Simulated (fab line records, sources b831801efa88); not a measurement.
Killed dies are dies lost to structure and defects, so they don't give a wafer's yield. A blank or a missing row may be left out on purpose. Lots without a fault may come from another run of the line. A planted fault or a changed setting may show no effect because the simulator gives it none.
Which tool did it? | flow sky130 | 13 lots, 39 wafers sampled, at 4 steps of a route of 708

WHAT THE GAUGES READ, wafer by wafer
SKY_LOCAL_INTERCONNECT_CD_MEAS_11: target cd 170 nm. Usual: cd_nm 169.6 nm, standard deviation 1.5.
lot  | measured     | on        | cd_nm (nm)        | flag
L293 | day 31 11:25 | cd_sem-01 | 167.5 169.5 166.9 |
L294 | day 31 15:23 | cd_sem-02 | 170.6 168.8 170.1 |
L300 | day 33 15:17 | cd_sem-02 | 170.3 169.7 169.6 |
L301 | day 33 16:55 | cd_sem-01 | 170.3 170.5 170.2 |
L307 | day 35 19:35 | cd_sem-02 | 171.2 172.0 173.1 |
L308 | day 36 03:32 | cd_sem-01 | 168.5 168.6 168.3 |
L310 | day 36 21:43 | cd_sem-01 | 168.8 168.7 170.3 |
L311 | day 37 18:37 | cd_sem-01 | 169.7 171.8 169.1 |
L314 | day 37 21:40 | cd_sem-02 | 167.5 167.9 166.6 |
L313 | day 37 23:14 | cd_sem-02 | 169.3 169.8 168.4 |
L312 | day 38 00:10 | cd_sem-02 | 173.2 170.7 172.2 |
L315 | day 38 04:18 | cd_sem-01 | 171.6 171.1 170.8 |
L316 | day 38 12:10 | cd_sem-01 | 169.5 169.0 168.6 |

SKY_CONTACT_OVL_MEAS_15. Usual: CONTACT_OVL -3 nm, standard deviation 4.9.
lot  | measured     | on         | CONTACT_OVL (nm) | flag
L293 | day 32 17:32 | overlay-01 | -2 -3 -2         |
L294 | day 32 20:56 | overlay-01 | -4 -8 -9         |
L300 | day 34 19:01 | overlay-02 | -2 -6 2          |
L301 | day 34 21:02 | overlay-02 | -4 1 6           |
L307 | day 36 23:31 | overlay-01 | -5 -1 4          |
L308 | day 37 07:11 | overlay-02 | -8 -8 -10        |
L310 | day 38 01:47 | overlay-01 | -2 -4 -7         |
L311 | day 38 21:35 | overlay-02 | -6 -7 -2         |
L314 | day 39 01:17 | overlay-01 | 7 3 1            |
L313 | day 39 02:55 | overlay-01 | -11 -2 -6        |
L312 | day 39 03:38 | overlay-02 | -2 -5 0          |
L315 | day 39 07:52 | overlay-01 | 3 2 9            |
L316 | day 39 15:38 | overlay-02 | 1 -7 -4          |

SKY_METAL1_THK_MEAS_06: measures by xrf. Usual: METAL1_ALCU_THK 253 nm, standard deviation 3.2.
lot  | measured     | on            | METAL1_ALCU_THK (nm) | flag
L293 | day 32 19:13 | film_metro-04 | 255 255 253          |
L294 | day 32 22:37 | film_metro-03 | 247 248 249          |
L300 | day 34 20:42 | film_metro-04 | 253 258 253          |
L301 | day 34 22:45 | film_metro-03 | 251 257 254          |
L307 | day 37 01:11 | film_metro-04 | 261 261 261          |
L308 | day 37 08:52 | film_metro-03 | 253 251 252          |
L310 | day 38 03:28 | film_metro-01 | 247 252 249          |
L311 | day 38 23:18 | film_metro-01 | 246 246 247          |
L314 | day 39 03:16 | film_metro-04 | 253 255 253          |
L313 | day 39 04:38 | film_metro-04 | 256 254 257          |
L312 | day 39 05:22 | film_metro-04 | 251 255 254          |
L315 | day 39 09:33 | film_metro-03 | 254 254 255          |
L316 | day 39 17:19 | film_metro-01 | 252 252 252          |

WHICH TOOL RAN EACH LOT (tool, then ch and the chambers of the sampled wafers, then the start)
lot  | SKY_METAL1_SPUTTER_00
L293 | pvd_sputter-02, day 32 18:58
L294 | pvd_sputter-03, day 32 22:22
L300 | pvd_sputter-01, day 34 20:24
L301 | pvd_sputter-01, day 34 22:29
L307 | pvd_sputter-02, day 37 00:56
L308 | pvd_sputter-02, day 37 08:35
L310 | pvd_sputter-01, day 38 03:13
L311 | pvd_sputter-01, day 38 23:02
L314 | pvd_sputter-02, day 39 03:01
L313 | pvd_sputter-03, day 39 04:22
L312 | pvd_sputter-01, day 39 05:06
L315 | pvd_sputter-02, day 39 09:16
L316 | pvd_sputter-01, day 39 17:04
- SKY_METAL1_SPUTTER_00: material Ti, target thk 15 nm, time 10 s.

WHAT THE TOOLS THEMSELVES READ (means of the sampled wafers that have a number; where no wafer has one, the mark that the record gives instead)
SKY_METAL1_SPUTTER_00. Usual: chamber_pressure_pa 0.3999 Pa, standard deviation 0.00084; throttle_valve_pct 29.5 %, standard deviation 0.9.
lot  | tool           | chamber_pressure_pa (Pa) | throttle_valve_pct (%) | flag
L293 | pvd_sputter-02 | 0.3999                   | 29.8                   |
L294 | pvd_sputter-03 | 0.3997                   | 29.8                   |
L300 | pvd_sputter-01 | 0.3468                   | 32.1                   | OFF
L301 | pvd_sputter-01 | 0.3475                   | 31.4                   | OFF
L307 | pvd_sputter-02 | 0.3998                   | 29.7                   |
L308 | pvd_sputter-02 | 0.3997                   | 29.4                   |
L310 | pvd_sputter-01 | 0.3997                   | 29.9                   |
L311 | pvd_sputter-01 | 0.3999                   | 29.6                   |
L314 | pvd_sputter-02 | 0.3997                   | 29.8                   |
L313 | pvd_sputter-03 | 0.3999                   | 29.6                   |
L312 | pvd_sputter-01 | 0.3997                   | 29.2                   |
L315 | pvd_sputter-02 | 0.4001                   | 30.1                   |
L316 | pvd_sputter-01 | 0.3997                   | 29.4                   |

THE ANSWER, worked out from the rows above alone
Rule: a lot is off if the mean of its wafers that have a number lies more than 3 standard deviations from the usual mean. A lot without any number at a reading at which 4 lots or more have one is off too. The other lots that the step has rows for count as sound. The gauges are gone through in route order, then the tools' own readings, and for those a lot's mean is taken as printed above. The first step at which some lot is off is used, and at that step the reading that is off furthest; a lot without a number counts as furthest.
Off: L300, L301, at SKY_METAL1_SPUTTER_00 (chamber_pressure_pa).
A tool fits if, at that step or a process step before it, it ran every lot that is off, and no sound lot after the first of them. None of those tried fits.

WHAT THE SIMULATOR HAD PUT IN
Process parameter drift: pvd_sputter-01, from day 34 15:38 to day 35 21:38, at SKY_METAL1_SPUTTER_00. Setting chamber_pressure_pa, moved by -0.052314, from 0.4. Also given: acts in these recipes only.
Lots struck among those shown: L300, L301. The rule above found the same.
